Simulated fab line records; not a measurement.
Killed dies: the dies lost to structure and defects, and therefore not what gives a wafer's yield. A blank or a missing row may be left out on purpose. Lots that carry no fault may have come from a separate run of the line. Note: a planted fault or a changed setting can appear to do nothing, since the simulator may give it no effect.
Comparing a struck lot with a sound one / flow sky130 / 21 steps out of a route of 708
Sound: the wafers L159.1, L159.2, L159.3. Struck: wafers L165.4, L165.5, L165.6. The cause is given at the end.
At each step with rows: each side's tool, then ch and its chambers, then its first start. Under that, the readings that differ: sound wafers / struck wafers / difference of the means / sigmas: that difference in standard deviations of wafers without a fault.
alike: same words and numbers on both sides, and readings whose means sit less than 2 such deviations apart. not compared: any withheld reading, any reading some wafer has no value for, any bound like >300 that may hide the same value, and any number with overlapping values for which the record gives no deviation.
A row with sigmas, a row that says differs or no value, or rows on one side alone: a step with any of these is where the two part. Non-overlapping numbers with no deviation appear without sigmas and do not part them. A reading that every wafer of one side lacks parts them only if that side has two wafers or more.

first, 3 steps without rows for these wafers: SKY_VT_ADJUST_HVTR_EXPOSE_04 (exposes mask HVTRM, target cd 380 nm); SKY_VT_ADJUST_HVTR_PEB_05; SKY_VT_ADJUST_HVTR_DEVELOP_06 (develop time 60 s).
SKY_VT_ADJUST_HVTR_CD_MEAS_07: the cd target is 380 nm.
  sound: cd-sem-01 at day 10 10:59; struck: cd-sem-01 at day 12 05:45
  alike: cd-nm
SKY_VT_ADJUST_HVTR_OVL_MEAS_08:
  sound: overlay-02 at day 10 11:07; struck: overlay-02 at day 12 05:50
  alike: VT_ADJUST_HVTR_OVL
next, for these wafers, 1 step has no rows: SKY_VT_ADJUST_HVTR_IMPLANT_09.
SKY_VT_ADJUST_HVTR_STRIP_10: strips in O2/N2.
  sound on plasma-asher-04 ch 0,1, day 10 11:18; struck on plasma-asher-02 ch 0,1, day 12 06:02
  alike: drypump-motor-current-A, oes-product-au, strip-time-to-endpoint-s
  not compared: rf-hours-counter-h
SKY_VT_ADJUST_HVTR_TW_MEAS_11:
  sound: film-metro-02 at day 10 11:24; struck: film-metro-04 at day 12 06:08
  alike: VT_ADJUST_HVTR_TW
then, 4 steps without rows for these wafers: SKY_VT_ADJUST_PCH_DEHYDRATE_00 (time 60 s); SKY_VT_ADJUST_PCH_HMDS_01 (prime time 60 s); SKY_VT_ADJUST_PCH_COAT_02 (resist thk 3000 nm); SKY_VT_ADJUST_PCH_SOFTBAKE_03.
SKY_VT_ADJUST_PCH_EXPOSE_04: exposes mask NWM, target cd 840 nm.
  sound on iline-stepper-02 ch 0, day 10 22:35; struck on iline-stepper-01 ch 0, day 12 18:02
reading=mask; sound=NWM#0 NWM#0 NWM#0; struck=HVTRM#0 HVTRM#0 HVTRM#0; difference=differs; sigmas=
  alike: focus-offset-nm
then, 2 steps without rows for these wafers: SKY_VT_ADJUST_PCH_PEB_05; SKY_VT_ADJUST_PCH_DEVELOP_06 (develop time 60 s).
SKY_VT_ADJUST_PCH_OVL_MEAS_07:
  sound: overlay-01 at day 11 09:50; struck: overlay-02 at day 13 06:25
reading=VT_ADJUST_PCH_OVL (nm); sound=1.0 2.1 0.8; struck=- - -; difference=no value on the struck wafers; sigmas=
next, for these wafers, 1 step has no rows: SKY_VT_ADJUST_PCH_IMPLANT_08.
SKY_VT_ADJUST_PCH_STRIP_09: strips in O2/N2.
  sound on plasma-asher-01 ch 0,1, day 11 10:02; struck on plasma-asher-01 ch 0,1, day 13 06:37
  alike: drypump-motor-current-A, oes-product-au, strip-time-to-endpoint-s
  not compared: rf-hours-counter-h
SKY_VT_ADJUST_PCH_TW_MEAS_10:
  sound: film-metro-04 at day 11 10:08; struck: film-metro-01 at day 13 06:43
reading=VT_ADJUST_PCH_TW; sound=145.7 145.4 146.0; struck=30.1 29.9 30.1; difference=-115.7; sigmas=-53
then, 1 step without rows for these wafers: SKY_SONOS_TUNNEL_DEHYDRATE_00 (time 60 s).
-- the record jumps here: 35 days lie between the struck wafers' starts before and after (it left off in module SONOS_TUNNEL and takes up again in module PAD_OPEN, whose first step shown is number 708 of the route) --
SKY_PAD_OPEN_PROBE_99:
  sound: prober-01 at day 46 15:04; struck: prober-01 at day 48 02:04
reading=killed-at-front-end; sound=18 12 20; struck=433 411 422; difference=+405; sigmas=+92
reading=killed-dies; sound=83 80 87; struck=492 492 492; difference=+409; sigmas=+42
reading=killed-on-rim; sound=20 16 16; struck=96 96 96; difference=+79; sigmas=+21
  alike: killed_at_M0_to_M3, killed_at_M4_up, killed-at-contacts, killed-at-other, killed-open, killed-short

## WHERE THEY PART
Last at SKY_PAD_OPEN_PROBE_99 as far as this record goes, first at SKY_VT_ADJUST_PCH_EXPOSE_04.

WHY: the cause the simulator had injected
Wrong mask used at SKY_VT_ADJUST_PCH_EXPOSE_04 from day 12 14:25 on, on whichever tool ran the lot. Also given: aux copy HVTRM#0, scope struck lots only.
